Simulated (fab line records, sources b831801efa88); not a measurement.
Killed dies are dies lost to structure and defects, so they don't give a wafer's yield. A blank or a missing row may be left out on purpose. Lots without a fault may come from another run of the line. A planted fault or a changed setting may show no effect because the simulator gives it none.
A struck lot beside a sound one | flow sky130 | 15 steps out of a route of 708
Sound: wafers L269.2, L269.4, L269.5. Struck: wafers L273.2, L273.3, L273.4. The cause comes at the end.
At each step with rows: each side's tool, then ch and its chambers, then its first start. Under that, the readings that differ: sound wafers | struck wafers | difference of the means | sigmas: that difference in standard deviations of wafers without a fault.
alike: readings whose means differ by less than 2 such deviations, and words and numbers that are the same on both sides. not compared: withheld readings, readings that some wafer has no value for, bounds like >300 that may hide the same value, and numbers for which the record gives no deviation and whose values overlap.
The two part at a step that has a row with sigmas, a row that says differs or no value, or rows on one side only. Numbers that don't overlap but have no deviation are shown without sigmas and don't part them. A reading that every wafer of one side lacks parts them only if that side has two wafers or more.

first, 7 steps without rows for these wafers: SKY_FIELD_ISO_HMDS_06 (prime time 60 s); SKY_FIELD_ISO_COAT_07 (resist thk 60 nm); SKY_FIELD_ISO_COAT_08 (resist thk 450 nm); SKY_FIELD_ISO_SOFTBAKE_09 (time 90 s); SKY_FIELD_ISO_EXPOSE_10 (exposes mask FOM, target cd 150 nm); SKY_FIELD_ISO_PEB_11; SKY_FIELD_ISO_DEVELOP_12 (develop time 60 s).
SKY_FIELD_ISO_CD_MEAS_13: target cd 150 nm.
  sound on cd_sem-02, day 2 09:41; struck on cd_sem-02, day 3 07:08
  alike: cd_nm
SKY_FIELD_ISO_ETCH_14: etches BARC in N2/H2, stops on SiO2, time 45.9 s, target depth 60 nm.
  sound on rie_diel-01 ch 0,1,2, day 2 09:47; struck on rie_diel-04 ch 0,1,3, day 3 07:14
  alike: drypump_motor_current_A, oes_product_au, run_length_s, throttle_valve_pct
  not compared: rf_hours_counter_h
SKY_FIELD_ISO_ETCH_15: etches the open film in CHF3/O2, stops on Si, target depth 180 nm, time 72 s.
  sound on rie_diel-01 ch 0,1,2, day 2 09:50; struck on rie_diel-04 ch 0,1,3, day 3 07:17
  alike: drypump_motor_current_A, oes_product_au, run_length_s, throttle_valve_pct
  not compared: rf_hours_counter_h
SKY_FIELD_ISO_STRIP_16: strips in O2/N2.
  sound on plasma_asher-04 ch 0, day 2 09:53; struck on plasma_asher-03 ch 0,1, day 3 07:20
  alike: drypump_motor_current_A, oes_product_au, strip_time_to_endpoint_s
  not compared: rf_hours_counter_h
SKY_FIELD_ISO_ETCH_17: etches Si in HBr/Cl2/O2, target depth 342 nm, time 97.7 s.
  sound on rie_si-02 ch 0,1,3, day 2 09:59; struck on rie_si-02 ch 0,1,3, day 3 07:26
  alike: drypump_motor_current_A, oes_product_au, run_length_s, throttle_valve_pct
  not compared: rf_hours_counter_h
SKY_FIELD_ISO_WET_ETCH_18: etches Si3N4 in H3PO4, target depth 25 nm, time 286 s.
  sound on wet_bench-04 ch 1, day 2 10:04; struck on wet_bench-04 ch 3, day 3 07:31
  reading          | sound       | struck      | difference | sigmas
  run_length_s (s) | 319 319 319 | 336 336 336 | +17        | +5
then, 1 step without rows for these wafers: SKY_FIELD_ISO_CLEAN_19 (cleans in SC1/SC2, time 150 s).
-- the record jumps here: 44 days lie between the struck wafers' starts before and after (it left off in module FIELD_ISO and takes up again in module PAD_OPEN, whose first step shown is number 708 of the route) --
SKY_PAD_OPEN_PROBE_99:
  sound on prober-02, day 46 00:41; struck on prober-02, day 47 01:24
  alike: killed_at_M0_to_M3, killed_at_M4_up, killed_at_contacts, killed_at_front_end, killed_at_other, killed_dies, killed_open, killed_short

WHERE THEY PART
Only at SKY_FIELD_ISO_WET_ETCH_18, within this record. Later steps at which nothing parts them and some readings are alike: SKY_PAD_OPEN_PROBE_99.

WHY: what the simulator had put in
Process parameter drift: wet_bench-04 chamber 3, from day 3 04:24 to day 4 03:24, at SKY_FIELD_ISO_WET_ETCH_18. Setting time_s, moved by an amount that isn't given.
